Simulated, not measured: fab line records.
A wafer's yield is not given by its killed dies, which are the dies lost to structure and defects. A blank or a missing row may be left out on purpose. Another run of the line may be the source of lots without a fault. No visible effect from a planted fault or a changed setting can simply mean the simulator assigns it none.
What tool caused it? || flow gf180mcu || 15 lots with 43 wafers sampled at 4 steps, on a route of 602 steps

== WHAT EACH GAUGE READ, for each wafer ==
GF_MVSD_OVL_MEAS_07. Usual: MVSD_OVL -0.8 nm, standard deviation 1.3.
{"lot": "L828", "measured": "day 4 09:22", "on": "overlay-01", "MVSD_OVL (nm)": "-1.7 -0.9 -1.0", "flag": ""}
{"lot": "L829", "measured": "day 4 15:08", "on": "overlay-02", "MVSD_OVL (nm)": "-0.7 0.1 -1.9", "flag": ""}
{"lot": "L830", "measured": "day 4 22:58", "on": "overlay-01", "MVSD_OVL (nm)": "-1.2 -1.6 -0.6", "flag": ""}
{"lot": "L831", "measured": "day 5 04:29", "on": "overlay-01", "MVSD_OVL (nm)": "0.3 -0.6 -0.1", "flag": ""}
{"lot": "L832", "measured": "day 5 08:41", "on": "overlay-01", "MVSD_OVL (nm)": "-3.1 0.3 -1.4", "flag": ""}
{"lot": "L836", "measured": "day 6 10:11", "on": "overlay-02", "MVSD_OVL (nm)": "1.8 0.5", "flag": ""}
{"lot": "L838", "measured": "day 6 21:37", "on": "overlay-02", "MVSD_OVL (nm)": "-0.9 -0.9 -1.4", "flag": ""}
{"lot": "L839", "measured": "day 7 02:32", "on": "overlay-01", "MVSD_OVL (nm)": "-1.7 -1.2", "flag": ""}
{"lot": "L841", "measured": "day 7 16:02", "on": "overlay-02", "MVSD_OVL (nm)": "0.3 -0.9 -0.6", "flag": ""}
{"lot": "L846", "measured": "day 8 19:41", "on": "overlay-02", "MVSD_OVL (nm)": "-1.5 -2.2 -2.9", "flag": ""}
{"lot": "L847", "measured": "day 8 23:41", "on": "overlay-01", "MVSD_OVL (nm)": "-2.1 0.0 -0.9", "flag": ""}
{"lot": "L848", "measured": "day 9 07:53", "on": "overlay-01", "MVSD_OVL (nm)": "-2.2 -2.1 -2.4", "flag": ""}
{"lot": "L849", "measured": "day 9 10:47", "on": "overlay-02", "MVSD_OVL (nm)": "-2.3 -2.7 -2.0", "flag": ""}
{"lot": "L850", "measured": "day 9 17:09", "on": "overlay-01", "MVSD_OVL (nm)": "-2.7 -0.9 -0.7", "flag": ""}
{"lot": "L851", "measured": "day 9 23:34", "on": "overlay-01", "MVSD_OVL (nm)": "-1.3 0.3 0.2", "flag": ""}

GF_MVSD_TW_MEAS_11. Usual: MVSD_TW 1588, standard deviation 21.
{"lot": "L828", "measured": "day 4 09:49", "on": "film-metro-01", "MVSD_TW": "1570 1578 1579", "flag": ""}
{"lot": "L829", "measured": "day 4 15:35", "on": "film-metro-01", "MVSD_TW": "1576 1569 1573", "flag": ""}
{"lot": "L830", "measured": "day 4 23:24", "on": "film-metro-04", "MVSD_TW": "1585 1580 1584", "flag": ""}
{"lot": "L831", "measured": "day 5 04:56", "on": "film-metro-03", "MVSD_TW": "1604 1619 1615", "flag": ""}
{"lot": "L832", "measured": "day 5 09:07", "on": "film-metro-03", "MVSD_TW": "1617 1610 1622", "flag": ""}
{"lot": "L836", "measured": "day 6 10:38", "on": "film-metro-03", "MVSD_TW": "1617 1610", "flag": ""}
{"lot": "L838", "measured": "day 6 22:03", "on": "film-metro-03", "MVSD_TW": "1619 1626 1622", "flag": ""}
{"lot": "L839", "measured": "day 7 02:58", "on": "film-metro-01", "MVSD_TW": "1572 1566", "flag": ""}
{"lot": "L841", "measured": "day 7 16:28", "on": "film-metro-04", "MVSD_TW": "1572 1574 1573", "flag": ""}
{"lot": "L846", "measured": "day 8 20:08", "on": "film-metro-01", "MVSD_TW": "1570 1576 1568", "flag": ""}
{"lot": "L847", "measured": "day 9 00:08", "on": "film-metro-03", "MVSD_TW": "1611 1610 1606", "flag": ""}
{"lot": "L848", "measured": "day 9 08:20", "on": "film-metro-01", "MVSD_TW": "1555 1562 1565", "flag": ""}
{"lot": "L849", "measured": "day 9 11:13", "on": "film-metro-03", "MVSD_TW": "1619 1623 1620", "flag": ""}
{"lot": "L850", "measured": "day 9 17:35", "on": "film-metro-01", "MVSD_TW": "1564 1568 1572", "flag": ""}
{"lot": "L851", "measured": "day 10 00:01", "on": "film-metro-01", "MVSD_TW": "1565 1563 1569", "flag": ""}

== WHAT TOOL EACH LOT RAN ON (gives the tool, then ch and the chambers of the sampled wafers, and finally the start) ==
{"lot": "L828", "GF_STI_ETCH_14": "rie-si-01 ch 1,2,3, day 2 01:33", "GF_STI_CMP_25": "cmp-02 ch 0,1,3, day 2 03:29"}
{"lot": "L829", "GF_STI_ETCH_14": "rie-si-01 ch 1,2,3, day 2 06:50", "GF_STI_CMP_25": "cmp-01 ch 0,2, day 2 08:40"}
{"lot": "L830", "GF_STI_ETCH_14": "rie-si-01 ch 1,2,3, day 2 12:26", "GF_STI_CMP_25": "cmp-02 ch 1,2,3, day 2 14:17"}
{"lot": "L831", "GF_STI_ETCH_14": "rie-si-02 ch 0,1,3, day 2 18:14", "GF_STI_CMP_25": "cmp-02 ch 0,2,3, day 2 20:23"}
{"lot": "L832", "GF_STI_ETCH_14": "rie-si-01 ch 1,2, day 2 22:38", "GF_STI_CMP_25": "cmp-02 ch 0,2, day 3 01:05"}
{"lot": "L836", "GF_STI_ETCH_14": "rie-si-01 ch 0,2, day 3 19:41", "GF_STI_CMP_25": "cmp-02 ch 2,3, day 3 21:42"}
{"lot": "L838", "GF_STI_ETCH_14": "rie-si-01 ch 0,2, day 4 05:47", "GF_STI_CMP_25": "cmp-01 ch 2,3, day 4 07:38"}
{"lot": "L839", "GF_STI_ETCH_14": "rie-si-02 ch 2, day 4 10:26", "GF_STI_CMP_25": "cmp-02 ch 0,3, day 4 12:19"}
{"lot": "L841", "GF_STI_ETCH_14": "rie-si-02 ch 1,3, day 4 21:53", "GF_STI_CMP_25": "cmp-01 ch 0,1, day 4 23:47"}
{"lot": "L846", "GF_STI_ETCH_14": "rie-si-01 ch 2,3, day 5 22:48", "GF_STI_CMP_25": "cmp-01 ch 0,1, day 6 00:53"}
{"lot": "L847", "GF_STI_ETCH_14": "rie-si-02 ch 0,2,3, day 6 03:40", "GF_STI_CMP_25": "cmp-01 ch 0,2,3, day 6 05:35"}
{"lot": "L848", "GF_STI_ETCH_14": "rie-si-02 ch 0,3, day 6 10:13", "GF_STI_CMP_25": "cmp-01 ch 0,2,3, day 6 12:12"}
{"lot": "L849", "GF_STI_ETCH_14": "rie-si-01 ch 0,2,3, day 6 12:58", "GF_STI_CMP_25": "cmp-01 ch 0,1,2, day 6 15:02"}
{"lot": "L850", "GF_STI_ETCH_14": "rie-si-01 ch 0,2,3, day 6 19:15", "GF_STI_CMP_25": "cmp-01 ch 1,3, day 6 21:12"}
{"lot": "L851", "GF_STI_ETCH_14": "rie-si-01 ch 0,2,3, day 6 23:37", "GF_STI_CMP_25": "cmp-01 ch 1,3, day 7 01:35"}
- GF_STI_ETCH_14: etches Si in HBr/Cl2/O2, target depth 360 nm, time 102.9 s.
- GF_STI_CMP_25: polishes, stops on Si3N4, t overpolish 33 s, target thk 524.6 nm.

== WHAT THE TOOLS THEMSELVES READ (means of the sampled wafers that have a number; where no wafer has one, the mark that the record gives instead) ==
GF_STI_ETCH_14. Usual: drypump-motor-current-A 5.4 A, standard deviation 0.49; oes-product-au 0.999 a.u., standard deviation 0.0082; throttle-valve-pct 25.658 %, standard deviation 0.0095.
{"lot": "L828", "tool": "rie-si-01", "drypump-motor-current-A (A)": 5.6, "oes-product-au (a.u.)": 0.997, "throttle-valve-pct (%)": 25.663, "flag": ""}
{"lot": "L829", "tool": "rie-si-01", "drypump-motor-current-A (A)": 5.6, "oes-product-au (a.u.)": 0.994, "throttle-valve-pct (%)": 25.653, "flag": ""}
{"lot": "L830", "tool": "rie-si-01", "drypump-motor-current-A (A)": 5.6, "oes-product-au (a.u.)": 0.995, "throttle-valve-pct (%)": 25.662, "flag": ""}
{"lot": "L831", "tool": "rie-si-02", "drypump-motor-current-A (A)": 5.0, "oes-product-au (a.u.)": 0.998, "throttle-valve-pct (%)": 25.663, "flag": ""}
{"lot": "L832", "tool": "rie-si-01", "drypump-motor-current-A (A)": 5.6, "oes-product-au (a.u.)": 0.996, "throttle-valve-pct (%)": 25.663, "flag": ""}
{"lot": "L836", "tool": "rie-si-01", "drypump-motor-current-A (A)": 5.3, "oes-product-au (a.u.)": 1.003, "throttle-valve-pct (%)": 25.660, "flag": ""}
{"lot": "L838", "tool": "rie-si-01", "drypump-motor-current-A (A)": 5.3, "oes-product-au (a.u.)": 1.016, "throttle-valve-pct (%)": 25.644, "flag": ""}
{"lot": "L839", "tool": "rie-si-02", "drypump-motor-current-A (A)": 6.7, "oes-product-au (a.u.)": 0.995, "throttle-valve-pct (%)": 25.654, "flag": ""}
{"lot": "L841", "tool": "rie-si-02", "drypump-motor-current-A (A)": 4.8, "oes-product-au (a.u.)": 0.990, "throttle-valve-pct (%)": 25.670, "flag": ""}
{"lot": "L846", "tool": "rie-si-01", "drypump-motor-current-A (A)": 5.4, "oes-product-au (a.u.)": 0.998, "throttle-valve-pct (%)": 25.660, "flag": ""}
{"lot": "L847", "tool": "rie-si-02", "drypump-motor-current-A (A)": 5.5, "oes-product-au (a.u.)": 0.993, "throttle-valve-pct (%)": 25.665, "flag": ""}
{"lot": "L848", "tool": "rie-si-02", "drypump-motor-current-A (A)": 4.9, "oes-product-au (a.u.)": 1.001, "throttle-valve-pct (%)": 25.645, "flag": ""}
{"lot": "L849", "tool": "rie-si-01", "drypump-motor-current-A (A)": 5.4, "oes-product-au (a.u.)": 1.001, "throttle-valve-pct (%)": 25.653, "flag": ""}
{"lot": "L850", "tool": "rie-si-01", "drypump-motor-current-A (A)": 5.4, "oes-product-au (a.u.)": 0.999, "throttle-valve-pct (%)": 25.664, "flag": ""}
{"lot": "L851", "tool": "rie-si-01", "drypump-motor-current-A (A)": 5.4, "oes-product-au (a.u.)": 0.997, "throttle-valve-pct (%)": 25.663, "flag": ""}

GF_STI_CMP_25. Usual: motor-current-A 11.6 A, standard deviation 1.3; overpolish-run-s 32.998 s, standard deviation 0.0095; time-to-endpoint-s 124 s, standard deviation 4.9.
{"lot": "L828", "tool": "cmp-02", "motor-current-A (A)": 12.4, "overpolish-run-s (s)": 33.001, "time-to-endpoint-s (s)": 120, "flag": ""}
{"lot": "L829", "tool": "cmp-01", "motor-current-A (A)": 11.6, "overpolish-run-s (s)": 32.997, "time-to-endpoint-s (s)": 126, "flag": ""}
{"lot": "L830", "tool": "cmp-02", "motor-current-A (A)": 12.3, "overpolish-run-s (s)": 32.998, "time-to-endpoint-s (s)": 121, "flag": ""}
{"lot": "L831", "tool": "cmp-02", "motor-current-A (A)": 11.7, "overpolish-run-s (s)": 32.999, "time-to-endpoint-s (s)": 123, "flag": ""}
{"lot": "L832", "tool": "cmp-02", "motor-current-A (A)": 12.0, "overpolish-run-s (s)": 32.997, "time-to-endpoint-s (s)": 203, "flag": "OFF"}
{"lot": "L836", "tool": "cmp-02", "motor-current-A (A)": 11.9, "overpolish-run-s (s)": 33.009, "time-to-endpoint-s (s)": 251, "flag": "OFF"}
{"lot": "L838", "tool": "cmp-01", "motor-current-A (A)": 10.7, "overpolish-run-s (s)": 32.989, "time-to-endpoint-s (s)": 127, "flag": ""}
{"lot": "L839", "tool": "cmp-02", "motor-current-A (A)": 11.2, "overpolish-run-s (s)": 32.989, "time-to-endpoint-s (s)": 246, "flag": "OFF"}
{"lot": "L841", "tool": "cmp-01", "motor-current-A (A)": 10.7, "overpolish-run-s (s)": 33.006, "time-to-endpoint-s (s)": 119, "flag": ""}
{"lot": "L846", "tool": "cmp-01", "motor-current-A (A)": 11.8, "overpolish-run-s (s)": 32.995, "time-to-endpoint-s (s)": 120, "flag": ""}
{"lot": "L847", "tool": "cmp-01", "motor-current-A (A)": 10.7, "overpolish-run-s (s)": 32.997, "time-to-endpoint-s (s)": 128, "flag": ""}
{"lot": "L848", "tool": "cmp-01", "motor-current-A (A)": 10.7, "overpolish-run-s (s)": 33.002, "time-to-endpoint-s (s)": 122, "flag": ""}
{"lot": "L849", "tool": "cmp-01", "motor-current-A (A)": 11.6, "overpolish-run-s (s)": 32.994, "time-to-endpoint-s (s)": 123, "flag": ""}
{"lot": "L850", "tool": "cmp-01", "motor-current-A (A)": 11.2, "overpolish-run-s (s)": 33.001, "time-to-endpoint-s (s)": 123, "flag": ""}
{"lot": "L851", "tool": "cmp-01", "motor-current-A (A)": 11.0, "overpolish-run-s (s)": 33.000, "time-to-endpoint-s (s)": 123, "flag": ""}

== THE ANSWER, worked out from the rows above alone ==
Rule: take the mean of a lot's wafers that have a number; if it is more than 3 standard deviations from the usual mean, the lot is off. A lot without any number at a reading at which 4 lots or more have one is off too. All remaining lots with rows at the step are treated as sound. After the gauges, taken in route order, come the tools' own readings; for these a lot's mean is taken, as printed above. At the first step where some lot is off, the reading lying furthest off is the one used; lots without a number count as furthest.
Off: L832, L836, L839, at GF_STI_CMP_25 (time-to-endpoint-s).
A tool fits if, at that step or a process step before it, it ran every lot that is off, and no sound lot after the first of them. One fits: GF_STI_CMP_25 on cmp-02. A fault onset in the window from L831 (day 2 20:23, its last sound lot) to L832 (day 3 01:05, its first lot off) fits.
The tool's own readings at GF_STI_CMP_25 bear it out: on the lots that are off they differ by more than 5 times the standard deviation of the sound lots' means. time-to-endpoint-s reads 233 s there against 123 s on the sound lots.

== WHAT HAD BEEN PUT IN BY THE SIMULATOR ==
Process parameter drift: cmp-02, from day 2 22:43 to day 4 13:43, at GF_STI_CMP_25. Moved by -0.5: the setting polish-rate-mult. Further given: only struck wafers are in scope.
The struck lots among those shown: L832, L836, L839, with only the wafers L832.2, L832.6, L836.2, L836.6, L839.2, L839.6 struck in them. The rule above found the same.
